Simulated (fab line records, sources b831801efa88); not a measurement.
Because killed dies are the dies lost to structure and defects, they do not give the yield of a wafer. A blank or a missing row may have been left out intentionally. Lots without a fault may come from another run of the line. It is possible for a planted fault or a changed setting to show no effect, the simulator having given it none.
A lot that was struck, set against a sound lot ; flow sky130 ; 15 out of 708 route steps
Sound: these wafers, L844.4, L844.5, L844.6. The struck wafers were L849.1, L849.3, L849.6. The cause is given at the end.
Order at every step that has rows: each side's tool, ch and its chambers, its first start. Under that, the readings that differ: sound wafers ; struck wafers ; difference of the means ; sigmas: that difference in standard deviations of wafers without a fault.
alike: same words and numbers on both sides, and readings whose means sit less than 2 such deviations apart. not compared: any withheld reading, any reading some wafer has no value for, any bound like >300 that may hide the same value, and any number with overlapping values for which the record gives no deviation.
Wherever a step has rows on one side only, a row that says differs or no value, or a row with sigmas, the two part there. When numbers do not overlap yet have no deviation, they are printed without sigmas and do not part them. Lack of a reading on every wafer of one side parts them only where that side has two or more wafers.

first, 4 steps without rows for these wafers: SKY_VIA1_SOFTBAKE_08 (time 90 s); SKY_VIA1_EXPOSE_09 (exposes mask VIM, target cd 150 nm); SKY_VIA1_PEB_10; SKY_VIA1_DEVELOP_11 (develop time 60 s).
SKY_VIA1_CD_MEAS_12 targets a cd of 150 nm.
  sound on cd sem-02, day 36 06:28; struck on cd sem-02, day 37 03:57
  alike: cd nm
SKY_VIA1_OVL_MEAS_13:
  sound on overlay-01, day 36 06:32; struck on overlay-01, day 37 04:04
  alike: VIA1_OVL
SKY_VIA1_ETCH_14: etches BARC in N2/H2, stops on SiO2, time 45.9 s, target depth 60 nm.
  sound on rie diel-02 ch 0,1,2, day 36 06:34; struck on rie diel-03 ch 0,1, day 37 04:06
  alike: drypump motor current A, oes product au, throttle valve pct
  not compared: rf hours counter h
SKY_VIA1_ETCH_15: etches SiO2 in C4F8/O2/Ar, stops on TiN, target depth 351 nm, time 54 s.
  sound on rie diel-02 ch 0,1,2, day 36 06:36; struck on rie diel-03 ch 0,1, day 37 04:08
  alike: oes product au
  not compared: rf hours counter h
SKY_VIA1_STRIP_16: strips in O2/N2.
  sound on plasma asher-01 ch 0,1, day 36 06:41; struck on plasma asher-03 ch 0,1, day 37 04:11
  alike: drypump motor current A, o2 flow sccm, oes product au, strip time to endpoint s
  not compared: rf hours counter h
then, 3 steps without rows for these wafers: SKY_VIA1_STRIP_17 (strips in post etch residue remover, time 1200 s); SKY_VIA1_CLEAN_18 (cleans in IPA, time 180 s); SKY_VIA1_CLEAN_19 (cleans in O3/DIW).
SKY_VIA1_SPUTTER_20: material TiN, target thk 20 nm, time 80 s.
  sound on pvd sputter-01, day 36 07:16; struck on pvd sputter-01, day 37 04:49
reading;sound;struck;difference;sigmas
cathode dc power W (W);4000.9 3999.8 3998.8;3663.7 3662.9 3663.4;-336.5;-99 or more
model.TiN_of_VIA1_SPUTTER_20.thk nm (nm);20.02 20.07 20.13;18.37 18.31 18.19;-1.78;
  alike: throttle valve pct
SKY_VIA1_CVD_21: deposits W, target thk 270 nm, time 80.902 s.
  sound on cvd w-01 ch 0,1, day 36 07:20; struck on cvd w-01 ch 0,1, day 37 04:52
  alike: heater power w
-- the record jumps here: 11 days lie between the struck wafers' starts before and after (it left off in module VIA1 and takes up again in module PAD_OPEN, whose first step shown is number 708 of the route) --
SKY_PAD_OPEN_PROBE_99:
  sound on prober-01, day 47 12:46; struck on prober-01, day 48 04:28
reading;sound;struck;difference;sigmas
killed_at_M4_up;1 2 2;6 5 6;+4;+2
model.etest.res_p_drift_20v.line ohm um;1.162e+04 1.134e+04 1.118e+04;1.294e+04 1.338e+04 1.291e+04;+1.697e+03;
model.etest.res_p_drift_20v.rs ohm sq;9389 9271 9339;1.097e+04 1.117e+04 1.078e+04;+1.640e+03;
model.etest.pfet_16v.r on ohm um;1.502e+04 1.513e+04 1.519e+04;1.599e+04 1.614e+04 1.571e+04;+8.333e+02;
model.etest.res iso pwell.rs ohm sq;2989 2966 2947;3889 3982 3704;+891;
model.etest.res iso pwell.line ohm um;1139 1119 1131;1493 1498 1426;+343;
model.etest.pfet_16v.drive ua um;246.3 246.6 246.1;238.2 237 245.8;-6.0;
model.etest.cap li to poly.c af um2;101.3 98.06 98.71;103.6 103.9 104.3;+4.6;
model.etest.cap poly to well.c af um2;88.97 90.78 91.01;85.65 88.08 87.9;-3.04;
  alike: killed_at_M0_to_M3, killed at contacts, killed at front end, killed at other, killed dies, killed open, killed short

== WHERE THEY PART ==
Earliest at SKY_VIA1_SPUTTER_20; latest, in this record, at SKY_PAD_OPEN_PROBE_99.

WHY: what the simulator had put in
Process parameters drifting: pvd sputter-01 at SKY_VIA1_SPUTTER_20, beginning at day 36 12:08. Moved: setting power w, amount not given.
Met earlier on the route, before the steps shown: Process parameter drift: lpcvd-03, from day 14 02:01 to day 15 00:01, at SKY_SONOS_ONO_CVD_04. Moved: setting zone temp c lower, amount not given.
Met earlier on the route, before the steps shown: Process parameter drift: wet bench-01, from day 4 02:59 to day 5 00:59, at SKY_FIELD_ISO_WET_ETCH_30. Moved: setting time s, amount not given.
